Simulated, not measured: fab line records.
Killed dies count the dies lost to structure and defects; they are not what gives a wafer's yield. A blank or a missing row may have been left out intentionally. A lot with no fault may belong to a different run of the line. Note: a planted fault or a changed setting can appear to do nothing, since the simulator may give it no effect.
Which of the tools did it? | flow sky130 | 11 lots, 33 wafers sampled, at 3 steps of a route of 708

== WHAT EACH GAUGE READ, for each wafer ==
SKY_VIA3_THK_MEAS_23: measures by xrf. Usual: VIA3_W_THK typically reads 378 nm, with standard deviation 5.8.
lot  | measured     | on            | VIA3_W_THK (nm) | flag
L544 | day 40 08:58 | film metro-04 | 375 375 381     |
L545 | day 40 15:53 | film metro-04 | 376 374 376     |
L550 | day 42 05:01 | film metro-02 | 375 381 384     |
L552 | day 43 12:51 | film metro-02 | 373 384 385     |
L554 | day 43 17:26 | film metro-04 | 370 382 382     |
L556 | day 44 00:24 | film metro-01 | 377 374 382     |
L558 | day 44 12:25 | film metro-01 | 384 386 382     |
L559 | day 44 16:58 | film metro-04 | 382 382 382     |
L560 | day 44 21:09 | film metro-01 | 381 391 386     |
L564 | day 45 22:38 | film metro-04 | 382 384 389     |
L566 | day 46 07:13 | film metro-04 | 383 386 385     |

== EACH LOT AND THE TOOL THAT RAN IT (in order: tool; ch and the chambers of the sampled wafers; start) ==
lot  | SKY_CAPM_CLEAN_17               | SKY_VIA3_ETCH_14
L544 | wet bench-03 ch 1, day 38 03:41 | rie diel-02 ch 1,2,3, day 40 07:57
L545 | wet bench-02 ch 2, day 38 10:13 | rie diel-03 ch 0,2,3, day 40 14:53
L550 | wet bench-03 ch 3, day 40 00:41 | rie diel-02 ch 0,2,3, day 42 03:59
L552 | wet bench-02 ch 2, day 41 10:06 | rie diel-03 ch 0,1,2, day 43 11:52
L554 | wet bench-04 ch 0, day 41 15:13 | rie diel-01 ch 1,2,3, day 43 16:26
L556 | wet bench-03 ch 2, day 41 21:53 | rie diel-01 ch 0,2,3, day 43 23:25
L558 | wet bench-04 ch 2, day 42 10:57 | rie diel-02 ch 0,3, day 44 11:25
L559 | wet bench-04 ch 2, day 42 15:23 | rie diel-02 ch 0,1, day 44 15:57
L560 | wet bench-03 ch 1, day 42 20:19 | rie diel-01 ch 0,1,2, day 44 20:08
L564 | wet bench-03 ch 0, day 43 23:55 | rie diel-01 ch 0,1,3, day 45 21:38
L566 | wet bench-03 ch 1, day 44 08:28 | rie diel-02 ch 1,2, day 46 06:13
- SKY_CAPM_CLEAN_17: cleans in O3/DIW.
- SKY_VIA3_ETCH_14: etches BARC in N2/H2, stops on SiO2, time 45.9 s, target depth 60 nm.

== AS READ BY THE TOOLS THEMSELVES (means over the sampled wafers that have a number; for cases with no such wafer, the mark the record gives instead) ==
SKY_VIA3_ETCH_14. Usual: bias w 100.04 W, standard deviation 0.28; drypump motor current A 5.9 A, standard deviation 0.53; oes product au 0.854 a.u., standard deviation 0.0052; throttle valve pct 13.226 %, standard deviation 0.0093.
lot  | tool        | bias w (W) | drypump motor current A (A) | oes product au (a.u.) | throttle valve pct (%) | flag
L544 | rie diel-02 | 99.73      | 5.5                         | 0.853                 | 13.230                 |
L545 | rie diel-03 | 99.96      | 5.9                         | 0.857                 | 13.222                 |
L550 | rie diel-02 | 100.32     | 5.5                         | 0.854                 | 13.230                 |
L552 | rie diel-03 | 99.85      | 6.1                         | 0.847                 | 13.223                 |
L554 | rie diel-01 | 100.21     | 6.1                         | 0.852                 | 13.223                 |
L556 | rie diel-01 | 100.03     | 6.3                         | 0.852                 | 13.226                 |
L558 | rie diel-02 | 99.78      | 5.2                         | 0.850                 | 13.227                 |
L559 | rie diel-02 | 99.99      | 5.0                         | 0.852                 | 13.229                 |
L560 | rie diel-01 | 100.04     | 6.3                         | 0.860                 | 13.228                 |
L564 | rie diel-01 | 100.12     | 6.1                         | 0.854                 | 13.232                 |
L566 | rie diel-02 | 100.27     | 5.8                         | 0.850                 | 13.227                 |

== THE ANSWER, worked out from the rows above alone ==
Rule: lot off if the mean of its wafers having a number is beyond 3 standard deviations from the usual mean. A lot without any number at a reading at which 4 lots or more have one is off too. The other lots that the step has rows for count as sound. The gauges are gone through in route order, then the tools' own readings, and for those a lot's mean is taken as printed above. At the first step where some lot is off, the reading lying furthest off is the one used; lots without a number count as furthest.
Nothing can be told from this: no lot is off at any reading shown.

== WHAT THE SIMULATOR PUT IN ==
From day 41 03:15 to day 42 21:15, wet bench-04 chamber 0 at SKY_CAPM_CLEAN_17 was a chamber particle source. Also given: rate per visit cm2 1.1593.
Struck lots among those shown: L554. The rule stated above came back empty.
